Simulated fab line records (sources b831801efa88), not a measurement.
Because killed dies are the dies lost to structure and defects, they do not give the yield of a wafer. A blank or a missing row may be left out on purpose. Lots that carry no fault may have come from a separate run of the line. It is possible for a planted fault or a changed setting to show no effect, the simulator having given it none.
Which tool was responsible? ; flow gf180mcu ; 13 lots, 39 wafers sampled, at 3 steps of a route of 602

## WHAT THE GAUGES READ, wafer by wafer
GF_PASSIVATION_THK_MEAS_01. Usual: for PASSIVATION_CVD_00_THK the level is 995 nm and the standard deviation is 15.
lot;measured;on;PASSIVATION_CVD_00_THK (nm);flag
L323;day 28 13:04;film metro-04;985 997 994;
L324;day 28 16:07;film metro-04;985 979 992;
L326;day 29 11:38;film metro-02;998 1007 984;
L327;day 29 20:11;film metro-02;1009 1026 1016;
L329;day 30 08:59;film metro-02;988 988 1009;
L330;day 30 11:44;film metro-02;1001 1004 1004;
L331;day 30 15:10;film metro-02;1009 1032 998;
L332;day 31 06:37;film metro-02;971 979 972;
L334;day 31 16:52;film metro-04;979 1001 988;
L335;day 31 22:32;film metro-01;974 1012 993;
L339;day 32 21:28;film metro-01;983 953 989;
L340;day 33 02:31;film metro-04;975 986 1009;
L344;day 34 02:58;film metro-02;1011 983 1032;

## WHAT TOOL EACH LOT RAN ON (gives the tool, then ch and the chambers of the sampled wafers, and finally the start)
lot;GF_SAB_CVD_00;GF_TOP_METAL_STRIP_17
L323;pecvd-01 ch 1,2, day 14 15:53;plasma asher-03 ch 0,1, day 28 12:26
L324;pecvd-02 ch 1,2, day 14 20:41;plasma asher-01 ch 0,1, day 28 15:10
L326;pecvd-02 ch 0,1, day 15 16:56;plasma asher-04 ch 0,1, day 29 11:02
L327;pecvd-02 ch 0,2, day 16 03:01;plasma asher-03 ch 0,1, day 29 19:34
L329;pecvd-03 ch 0,1, day 16 18:44;plasma asher-03 ch 0,1, day 30 08:22
L330;pecvd-01 ch 1,2, day 17 01:50;plasma asher-01 ch 0, day 30 11:07
L331;pecvd-01 ch 1,2, day 17 08:47;plasma asher-01 ch 0,1, day 30 14:32
L332;pecvd-01 ch 0,1,2, day 17 22:29;plasma asher-04 ch 1, day 31 05:59
L334;pecvd-02 ch 0,1,2, day 18 13:02;plasma asher-01 ch 0,1, day 31 16:14
L335;pecvd-02 ch 0,2, day 18 20:26;plasma asher-03 ch 0,1, day 31 21:54
L339;pecvd-02 ch 0,1,2, day 20 05:47;plasma asher-01 ch 0,1, day 32 20:51
L340;pecvd-01 ch 0,1,2, day 20 15:59;plasma asher-01 ch 0, day 33 01:53
L344;pecvd-03 ch 0,1, day 22 00:56;plasma asher-04 ch 0,1, day 34 02:18
- GF_SAB_CVD_00: deposits SiO2 from TEOS, target thk 50 nm, time 4.9302 s.
- GF_TOP_METAL_STRIP_17: strips in O2/N2.

## WHAT THE TOOLS THEMSELVES READ (means of the sampled wafers that have a number; where no wafer has one, the mark that the record gives instead)
GF_SAB_CVD_00. Usual: 632 W for heater power w, sd 100.
lot;tool;heater power w (W);flag
L323;pecvd-01;625;
L324;pecvd-02;525;
L326;pecvd-02;652;
L327;pecvd-02;707;
L329;pecvd-03;746;
L330;pecvd-01;598;
L331;pecvd-01;625;
L332;pecvd-01;601;
L334;pecvd-02;565;
L335;pecvd-02;608;
L339;pecvd-02;628;
L340;pecvd-01;585;
L344;pecvd-03;701;

GF_TOP_METAL_STRIP_17. Usual: drypump motor current A 5.59 A, standard deviation 0.19; heater power w 315 W, standard deviation 21; oes product au 0.710 a.u., standard deviation 0.0043; strip time to endpoint s 12.89 s, standard deviation 0.098.
lot;tool;drypump motor current A (A);heater power w (W);oes product au (a.u.);strip time to endpoint s (s);flag
L323;plasma asher-03;5.64;304;0.709;12.92;
L324;plasma asher-01;5.49;317;0.715;12.94;
L326;plasma asher-04;5.64;342;0.707;12.87;
L327;plasma asher-03;5.66;306;0.710;13.09;
L329;plasma asher-03;5.62;294;0.709;12.82;
L330;plasma asher-01;5.37;325;0.711;12.90;
L331;plasma asher-01;5.45;323;0.715;13.01;
L332;plasma asher-04;6.12;350;0.711;12.91;
L334;plasma asher-01;5.44;329;0.710;12.92;
L335;plasma asher-03;5.65;308;0.711;12.83;
L339;plasma asher-01;5.48;321;0.708;13.02;
L340;plasma asher-01;5.35;328;0.713;12.81;
L344;plasma asher-04;5.65;341;0.715;12.90;

## THE ANSWER, worked out from the rows above alone
Rule: lot off if the mean of its wafers having a number is beyond 3 standard deviations from the usual mean. A lot without any number at a reading at which 4 lots or more have one is off too. All remaining lots with rows at the step are treated as sound. Order of review: gauges by route order, followed by the tools' own readings, for which a lot's mean as printed above is used. The first step at which some lot is off is used, and at that step the reading that is off furthest; a lot without a number counts as furthest.
None of the lots is off at any reading shown; this tells nothing.

## WHAT THE SIMULATOR PUT IN
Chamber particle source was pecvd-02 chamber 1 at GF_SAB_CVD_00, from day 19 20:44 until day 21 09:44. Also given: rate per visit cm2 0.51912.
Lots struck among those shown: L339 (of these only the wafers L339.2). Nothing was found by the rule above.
